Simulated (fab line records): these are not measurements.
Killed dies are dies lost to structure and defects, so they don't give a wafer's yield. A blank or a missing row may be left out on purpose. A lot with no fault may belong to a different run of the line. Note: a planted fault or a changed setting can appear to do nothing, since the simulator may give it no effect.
Struck lot and sound lot, side by side + flow sky130 + 18 out of 708 route steps
Sound: these wafers, L232.2, L232.5, L232.6. Wafers L227.1, L227.4, L227.5 were the ones struck. The cause is named last.
For every step that has rows: the tool of each side, followed by ch and its chambers, followed by its first start. Under that, the readings that differ: sound wafers + struck wafers + difference of the means + sigmas: that difference in standard deviations of wafers without a fault.
alike: a reading whose means differ by less than 2 such deviations, as well as words and numbers matching on both sides. not compared: withheld readings; readings where some wafer has no value; bounds like >300 that might hide an equal value; numbers whose values overlap and for which the record gives no deviation.
A row with sigmas, a row that says differs or no value, or rows on one side alone: a step with any of these is where the two part. Non-overlapping numbers with no deviation appear without sigmas and do not part them. A reading missing from all wafers of one side parts the sides only when that side holds two or more wafers.

SKY_FIELD_ISO_BOW_MEAS_00:
  sound on film metro-02 at day 4 23:01; struck on film metro-03 at day 3 22:00
  alike: INCOMING_BOW
then, 1 step without rows for these wafers: SKY_FIELD_ISO_OXIDATION_01 (stabilise 600 s, purge 300 s, target thk 12 nm).
SKY_FIELD_ISO_THK_MEAS_02:
  sound on film metro-03 at day 5 00:38; struck on film metro-03 at day 4 00:28
  alike: FIELD_ISO_OXIDATION_00_THK
then, 1 step without rows for these wafers: SKY_FIELD_ISO_CVD_03 (deposits Si3N4 from DCS/NH3, target thk 165 nm, time 2830 s).
SKY_FIELD_ISO_THK_MEAS_04:
  sound on film metro-02 at day 5 05:07; struck on film metro-03 at day 4 02:19
  alike: FIELD_ISO_CVD_03_THK
then, 3 steps without rows for these wafers: SKY_FIELD_ISO_DEHYDRATE_05 (time 60 s); SKY_FIELD_ISO_HMDS_06 (prime time 60 s); SKY_FIELD_ISO_COAT_07 (resist thk 60 nm).
SKY_FIELD_ISO_COAT_08: resist thk 450 nm.
  sound on litho track-03 ch 0, day 5 14:00; struck on litho track-02 ch 0, day 4 10:00
| reading                                          | sound             | struck            | difference | sigmas |
|--------------------------------------------------|-------------------|-------------------|------------|--------|
| dispense pressure kPa (kPa)                      | 58 57 58          | 47 47 47          | -11        | -2     |
| model.KrF-thick_of_FIELD_ISO_COAT_08.thk nm (nm) | 451.6 451.7 450.9 | 441.7 441.7 442.3 | -9.5       |        |
then, 4 steps without rows for these wafers: SKY_FIELD_ISO_SOFTBAKE_09 (time 90 s); SKY_FIELD_ISO_EXPOSE_10 (exposes mask FOM, target cd 150 nm); SKY_FIELD_ISO_PEB_11; SKY_FIELD_ISO_DEVELOP_12 (develop time 60 s).
SKY_FIELD_ISO_CD_MEAS_13: the cd target is 150 nm.
  sound on cd sem-02 at day 5 23:17; struck on cd sem-01 at day 4 19:04
  alike: cd nm
SKY_FIELD_ISO_ETCH_14: etches BARC in N2/H2, stops on SiO2, time 45.9 s, target depth 60 nm.
  sound on rie diel-03 ch 0,3, day 5 23:23; struck on rie diel-04 ch 0,1,2, day 4 19:11
  alike: drypump motor current A, oes product au, rf fwd power W, throttle valve pct
  not compared: rf hours counter h
SKY_FIELD_ISO_ETCH_15: etches the open film in CHF3/O2, stops on Si, target depth 180 nm, time 72 s.
  sound on rie diel-03 ch 0,3, day 5 23:26; struck on rie diel-04 ch 0,1,2, day 4 19:14
| reading                                          | sound             | struck            | difference | sigmas |
|--------------------------------------------------|-------------------|-------------------|------------|--------|
| model.KrF-thick_of_FIELD_ISO_COAT_08.thk nm (nm) | 240.9 242.9 240.1 | 225.9 225.8 231.8 | -13.5      |        |
  alike: drypump motor current A, oes product au, rf fwd power W, throttle valve pct
  not compared: rf hours counter h
SKY_FIELD_ISO_STRIP_16: strips in O2/N2.
  sound on plasma asher-01 ch 0,1, day 5 23:29; struck on plasma asher-03 ch 0,1, day 4 19:17
| reading                      | sound             | struck            | difference | sigmas |
|------------------------------|-------------------|-------------------|------------|--------|
| oes product au (a.u.)        | 0.384 0.390 0.382 | 0.374 0.367 0.377 | -0.013     | -3     |
| strip time to endpoint s (s) | 3.60 3.62 3.57    | 3.44 3.43 3.50    | -0.14      | -3     |
  alike: drypump motor current A
  not compared: rf hours counter h
-- record jumps: 44 days separate the struck wafers' starts on either side; left off in module FIELD_ISO, taken up again in module PAD_OPEN, whose first shown step is the route's number 708 --
SKY_PAD_OPEN_PROBE_99:
  record: rows for the struck wafers here (prober-02, day 48 11:26), none for the sound ones

== WHERE THEY PART ==
Earliest at SKY_FIELD_ISO_COAT_08; latest, in this record, at SKY_PAD_OPEN_PROBE_99.

WHY: the cause the simulator had injected
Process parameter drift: litho track-02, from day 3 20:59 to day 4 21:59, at SKY_FIELD_ISO_COAT_08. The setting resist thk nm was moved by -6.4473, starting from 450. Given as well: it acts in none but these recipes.
